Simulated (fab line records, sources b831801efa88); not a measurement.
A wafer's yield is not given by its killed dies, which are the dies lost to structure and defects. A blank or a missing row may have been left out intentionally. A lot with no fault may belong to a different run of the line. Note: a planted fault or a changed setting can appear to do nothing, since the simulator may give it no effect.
fab line records	flow sky130
[record] lots = 11	wafers = 33	lastDay = 50
route steps=708 shown VT_ADJUST_HVTR@139 POLY_GATE@218 LDD_P@262
lots that met no fault: taken from a fault-free run of the same line
startH: hours from the record's first day to the start of the lot's first wafer shown	waitH: hours elapsed since this lot's preceding step	" the same as in the row above	L1.1+2: several wafers, shown together as one row	- no value present, or no start provided	* or withheld: withheld	< > ~ a bound
route shown NAME@n: a module of which the file shows steps, and the number in the route of the first	usual: mean/standard deviation taken from wafers without a fault	same: alike in all rows	chamber/n: place in a boat	sites: readings site by site	_std_site: standard deviation of those values	_edge_site: outer sites' mean less inner sites'	radiusMm: how far each site lies from the wafer's centre	mask NAME#n: copy n	behind: the most recent tool/chamber to have shaped the wafer	hold: what put the lot on hold/how long, in hours/how the hold closed	device: transistor that didn't switch, given as n, p or np	end of line: at the end of the route, the tests of the same wafers	a step without rows: its recipe alone	killed: dies lost to structure and defects at the first sort, not the wafer's yield	map: the dies of a wafer, with x for killed, . for not killed, _ for no die there
set.NAME: the setting that was run; set.NAME@STEP: the one run at that earlier step	model.NAME: the simulator's own value behind a step, which no gauge read
the route's steps for a sample of lots (tables are steps, rows are wafers)
services: the hour from which a tool's chamber was out of use, counted from the record's first day as startH (under 0 if before that day), plus the number of hours and why
[[steps]]
[step SKY_VT_ADJUST_HVTR_OVL_MEAS_08]
[usual] VT_ADJUST_HVTR_OVL = 0.6/1.3
lot.wafer	tool	chamber	startH	waitH	VT_ADJUST_HVTR_OVL[nm]
L364.1	overlay-01	-	202.35	0.1	0.1
L364.4	"	-	"	"	-1.3
L364.5	"	-	"	"	1.1
L365.2	overlay-02	-	209.01	0.1	0.1
L365.3	"	-	"	"	-1.6
L365.4	"	-	"	"	-0.3
L367.4	overlay-02	-	227.07	0.1	-0.8
L367.5	"	-	"	"	-2.1
L367.6	"	-	"	"	-0.4
L368.1	overlay-01	-	231.94	0.1	0.0
L368.2	"	-	"	"	2.1
L368.5	"	-	"	"	0.1
L369.1	overlay-02	-	239.09	0.1	0.0
L369.3	"	-	"	"	0.1
L369.6	"	-	"	"	-0.7
L370.1	overlay-01	-	249.44	0.1	2.9
L370.4	"	-	"	"	1.3
L370.6	"	-	"	"	3.0
L371.2	overlay-02	-	256.48	0.1	2.5
L371.5	"	-	"	"	1.6
L371.6	"	-	"	"	3.1
L372.1	overlay-02	-	262.43	0.1	0.1
L372.3	"	-	"	"	2.1
L372.5	"	-	"	"	0.9
L383.1	overlay-01	-	342.05	0.1	0.6
L383.2	"	-	"	"	2.2
L383.6	"	-	"	"	0.4
L384.1	overlay-01	-	352.99	0.1	1.6
L384.3	"	-	"	"	-0.4
L384.5	"	-	"	"	1.8
L386.2	overlay-01	-	380.10	0.1	0.5
L386.3	"	-	"	"	0.5
L386.6	"	-	"	"	0.6
[step SKY_POLY_GATE_THK_MEAS_04]
[recipe] reads = Si3N4_of_POLY_GATE_CVD_03
[usual] POLY_GATE_CVD_03_THK = 74.6/0.68
lot.wafer	tool	chamber	startH	waitH	POLY_GATE_CVD_03_THK[nm]
L364.1	filmMetro-02	-	336.33	0.0	73.8
L364.4	"	-	"	"	73.5
L364.5	"	-	"	"	73.6
L365.2	filmMetro-01	-	352.57	0.0	74.8
L365.3	"	-	"	"	74.7
L365.4	"	-	"	"	74.6
L367.4	filmMetro-04	-	371.82	0.0	74.2
L367.5	"	-	"	"	74.0
L367.6	"	-	"	"	74.4
L368.1	filmMetro-04	-	377.18	0.0	74.6
L368.2	"	-	"	"	73.2
L368.5	"	-	"	"	74.2
L369.1	filmMetro-02	-	390.47	0.0	75.2
L369.3	"	-	"	"	74.8
L369.6	"	-	"	"	75.1
L370.1	filmMetro-02	-	401.54	0.0	74.6
L370.4	"	-	"	"	75.5
L370.6	"	-	"	"	75.4
L371.2	filmMetro-02	-	406.66	0.0	74.4
L371.5	"	-	"	"	74.3
L371.6	"	-	"	"	74.6
L372.1	filmMetro-04	-	417.09	0.0	75.1
L372.3	"	-	"	"	75.6
L372.5	"	-	"	"	75.3
L383.1	filmMetro-01	-	503.56	0.0	74.4
L383.2	"	-	"	"	75.2
L383.6	"	-	"	"	75.1
L384.1	filmMetro-02	-	527.05	0.0	73.4
L384.3	"	-	"	"	73.4
L384.5	"	-	"	"	73.0
L386.2	filmMetro-02	-	543.38	0.0	74.9
L386.3	"	-	"	"	75.3
L386.6	"	-	"	"	74.9
[step SKY_POLY_GATE_OXIDATION_20]
[recipe] tempC = 850	ambient = O2	stabiliseS = 600	purgeS = 300	targetThkA = 40	oxTimeS = 899
[usual] spikeTcBottomC = 868.0/1.2	spikeTcCentreC = 849.9/0.95	spikeTcLowerC = 850.0/1	spikeTcTopC = 864.3/1.7	spikeTcUpperC = 850.5/0.94	tubeCenterTempC = 850.01/0.079	tube_center_temp_C_max = 852.2/0.38	zonePowerCentrePct = 16.15/0.24	zonePowerLowerPct = 16.58/0.16	zonePowerUpperPct = 15.33/0.21
lot.wafer	tool	chamber	startH	waitH	spikeTcBottomC	spikeTcCentreC	spikeTcLowerC	spikeTcTopC	spikeTcUpperC	tubeCenterTempC	tube_center_temp_C_max	zonePowerCentrePct	zonePowerLowerPct	zonePowerUpperPct
L364.1	furnace-02	0	363.88	0.0	868.3	849.9	849.7	866.3	849.8	849.95	852.6	15.98	16.79	15.21
L364.4	"	0	"	"	869.7	851.2	850.1	866.7	850.1	850.08	852.8	15.68	16.40	15.24
L364.5	"	0	"	"	868.9	850.4	849.6	865.9	850.8	850.14	852.4	15.77	16.88	15.04
L365.2	furnace-02	0	380.68	0.1	868.8	849.9	851.7	864.7	850.4	850.02	852.3	16.21	16.73	15.22
L365.3	"	0	"	"	869.8	851.4	850.9	866.6	850.0	849.95	852.4	15.77	16.40	15.10
L365.4	"	0	"	"	869.5	851.3	850.4	865.9	851.0	850.01	851.7	15.90	16.57	14.98
L367.4	furnace-01	0	403.45	2.7	867.6	849.5	849.5	864.5	849.9	850.12	853.5	16.29	16.56	15.58
L367.5	"	0	"	"	866.6	849.2	850.0	864.0	850.9	850.04	852.3	16.16	16.75	15.56
L367.6	"	0	"	"	869.2	849.5	850.4	862.6	850.2	850.01	852.7	16.36	16.43	15.38
L368.1	furnace-01	0	407.74	1.1	867.2	850.5	851.4	862.0	850.1	850.06	852.1	16.38	16.50	15.26
L368.2	"	0	"	"	868.2	849.1	849.3	862.7	850.6	849.87	851.4	16.32	16.73	15.41
L368.5	"	0	"	"	868.2	849.9	848.6	863.8	849.9	850.08	852.5	16.24	16.55	15.58
L369.1	furnace-02	0	421.63	1.3	868.1	850.4	850.4	867.5	850.5	850	852.5	16.13	16.47	14.99
L369.3	"	0	"	"	868.9	849.9	850.9	865.6	849.4	849.86	851.9	15.82	17.05	15.09
L369.6	"	0	"	"	871.3	849.1	849.4	866.9	850.5	850.01	851.9	15.64	16.33	15.19
L370.1	furnace-01	0	433.61	1.2	868.2	850.0	850.4	863.1	849.4	850.12	852.2	16.15	16.75	15.52
L370.4	"	0	"	"	868.4	849.0	849.8	863.2	851.0	849.96	851.9	16.17	16.63	15.51
L370.6	"	0	"	"	868.4	849.7	850.7	863.4	849.7	850.04	851.8	16.37	16.58	15.52
L371.2	furnace-01	0	438.06	0.8	867.0	849.3	848.1	865.1	850.0	849.9	852.4	16.48	16.69	15.83
L371.5	"	0	"	"	866.6	849.6	848.8	865.8	850.7	849.99	852.1	16.39	16.51	15.42
L371.6	"	0	"	"	868.6	850.5	851.4	862.9	851.1	849.97	851.8	16.46	16.52	15.56
L372.1	furnace-01	0	448.23	0.5	868.4	850.1	847.9	864.8	850.5	850.04	852.4	16.30	16.40	15.54
L372.3	"	0	"	"	867.8	848.8	848.1	862.9	851.1	850.14	852.2	16.53	16.28	15.47
L372.5	"	0	"	"	866.6	848.2	850.2	861.9	850.4	850.04	852.2	16.25	16.84	15.53
L383.1	furnace-01	0	534.47	0.1	892.7	874.9	874.9	886.8	873.1	874.41	877.2	17.42	17.69	16.41
L383.2	"	0	"	"	891.2	873.7	875.1	888.6	873.5	874.4	876.1	17.09	17.38	16.41
L383.6	"	0	"	"	891.6	876.0	873.4	885.3	874.4	874.34	876.3	17.25	17.61	16.19
L384.1	furnace-01	0	557.59	0.9	891.0	874.8	874.1	888.3	874.7	874.4	876.5	17.52	17.56	16.14
L384.3	"	0	"	"	891.0	875.8	874.7	887.3	875.1	874.45	876.6	17.00	17.54	16.74
L384.5	"	0	"	"	891.5	874.8	874.2	888.5	876.1	874.3	876.4	17.06	17.34	16.36
L386.2	furnace-02	0	573.06	0.0	868.7	850.7	850.5	868.6	850.4	850	852.0	16.03	16.63	15.30
L386.3	"	0	"	"	868.1	850.4	848.8	865.8	851.9	849.92	851.9	15.81	16.30	15.25
L386.6	"	0	"	"	867.7	849.8	851.9	866.2	851.0	849.99	851.8	15.64	16.51	15.06
[step SKY_POLY_GATE_THK_MEAS_21]
[recipe] reads = SiO2_of_POLY_GATE_OXIDATION_20
[usual] POLY_GATE_OXIDATION_THK = 4.00/0.072
lot.wafer	tool	chamber	startH	waitH	hold	POLY_GATE_OXIDATION_THK[nm]
L364.1	filmMetro-02	-	365.13	0.0	-	4.06
L364.4	"	-	"	"	-	4.08
L364.5	"	-	"	"	-	4.09
L365.2	filmMetro-02	-	381.94	0.0	-	4.12
L365.3	"	-	"	"	-	4.06
L365.4	"	-	"	"	-	4.12
L367.4	filmMetro-02	-	404.73	0.0	-	3.96
L367.5	"	-	"	"	-	3.99
L367.6	"	-	"	"	-	3.86
L368.1	filmMetro-02	-	408.99	0.0	-	4.00
L368.2	"	-	"	"	-	3.90
L368.5	"	-	"	"	-	3.94
L369.1	filmMetro-01	-	422.88	0.0	-	4.06
L369.3	"	-	"	"	-	3.91
L369.6	"	-	"	"	-	3.99
L370.1	filmMetro-01	-	434.86	0.0	-	4.07
L370.4	"	-	"	"	-	4.05
L370.6	"	-	"	"	-	3.97
L371.2	filmMetro-04	-	439.31	0.0	-	3.97
L371.5	"	-	"	"	-	4.00
L371.6	"	-	"	"	-	4.04
L372.1	filmMetro-01	-	449.48	0.0	-	3.91
L372.3	"	-	"	"	-	4.01
L372.5	"	-	"	"	-	3.87
L383.1	filmMetro-01	-	535.72	0.0	awaitDispo/0.2h/release	5.40
L383.2	"	-	"	"	awaitDispo/0.2h/release	5.36
L383.6	"	-	"	"	awaitDispo/0.2h/release	5.39
L383.1	filmMetro-01	-	536.01	0.3	-	5.41
L383.2	"	-	"	"	-	5.34
L383.6	"	-	"	"	-	5.41
L384.1	filmMetro-02	-	558.84	0.0	awaitDispo/0.2h/release	5.45
L384.3	"	-	"	"	awaitDispo/0.2h/release	5.36
L384.5	"	-	"	"	awaitDispo/0.2h/release	5.39
L384.1	filmMetro-02	-	559.07	0.2	-	5.43
L384.3	"	-	"	"	-	5.38
L384.5	"	-	"	"	-	5.40
L386.2	filmMetro-01	-	574.32	0.0	-	4.09
L386.3	"	-	"	"	-	3.89
L386.6	"	-	"	"	-	3.90
[step SKY_LDD_P_CD_MEAS_07]
[recipe] targetCdNm = 380
[usual] cdNm = 380.2/2.5
lot.wafer	tool	chamber	startH	waitH	cdNm
L364.1	cdSem-01	-	423.73	0.1	381.0
L364.4	"	-	"	"	381.8
L364.5	"	-	"	"	385.4
L365.2	cdSem-01	-	443.53	0.1	381.2
L365.3	"	-	"	"	379.2
L365.4	"	-	"	"	380.2
L367.4	cdSem-01	-	466.17	0.1	382.0
L367.5	"	-	"	"	380.9
L367.6	"	-	"	"	379.9
L368.1	cdSem-01	-	470.66	0.1	378.9
L368.2	"	-	"	"	378.0
L368.5	"	-	"	"	379.0
L369.1	cdSem-01	-	484.71	0.1	383.7
L369.3	"	-	"	"	383.3
L369.6	"	-	"	"	382.4
L370.1	cdSem-01	-	497.07	0.1	382.6
L370.4	"	-	"	"	380.6
L370.6	"	-	"	"	381.7
L371.2	cdSem-01	-	501.64	0.1	375.4
L371.5	"	-	"	"	378.9
L371.6	"	-	"	"	377.7
L372.1	cdSem-01	-	511.74	0.2	376.8
L372.3	"	-	"	"	379.7
L372.5	"	-	"	"	378.0
L383.1	cdSem-02	-	596.07	0.1	380.0
L383.2	"	-	"	"	376.7
L383.6	"	-	"	"	377.5
L384.1	cdSem-01	-	618.73	0.1	375.9
L384.3	"	-	"	"	374.8
L384.5	"	-	"	"	377.0
L386.2	cdSem-01	-	633.43	0.1	381.7
L386.3	"	-	"	"	378.9
L386.6	"	-	"	"	380.5
[[services]]
tool	chamber	startH	hours	kind
furnace-01	-	419.20	5.0	pm
furnace-02	-	473.50	3.4	pm
furnace-01	-	477.43	18.7	pm
furnace-01	-	496.12	3.4	pm
furnace-01	-	545.09	4.2	repair
[[key]]
[firstSign] step = SKY_POLY_GATE_OXIDATION_20	reading = tubeCenterTempC	direction = up	sigmas = 99+	usual = *	struck = *
[effect] step = SKY_POLY_GATE_OXIDATION_20	reading = tube_center_temp_C_max	direction = up	sigmas = 64	usual = *	struck = *
[effect] step = SKY_POLY_GATE_THK_MEAS_21	reading = visit	direction = added
[effect] step = SKY_POLY_GATE_THK_MEAS_21	reading = POLY_GATE_OXIDATION_THK	direction = up	sigmas = 19	usual = 4.00	struck = 5.39
metAt SKY_POLY_GATE_OXIDATION_20
struckLots L383,L384
testerLeftOut L383,L384
notActingAt SKY_VT_ADJUST_HVTR_OVL_MEAS_08,SKY_POLY_GATE_THK_MEAS_04,SKY_LDD_P_CD_MEAS_07
onsetBetween 448.23 534.47
[fault] kind = processParameterDrift	tool = furnace-01	chamber = -	onsetH = 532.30	steps = SKY_POLY_GATE_OXIDATION_20	channel = tempC	offset = *	shape = step	endH = 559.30	actsIn = *	stated = *
// testerLeftOut: of these lots the tester's yield and bins aren't shown, on N5 and GAA mostly nor the transistor test; their killed dies are dies lost to structure and defects alone, not to doping, threshold or leakage, so they don't give the yield
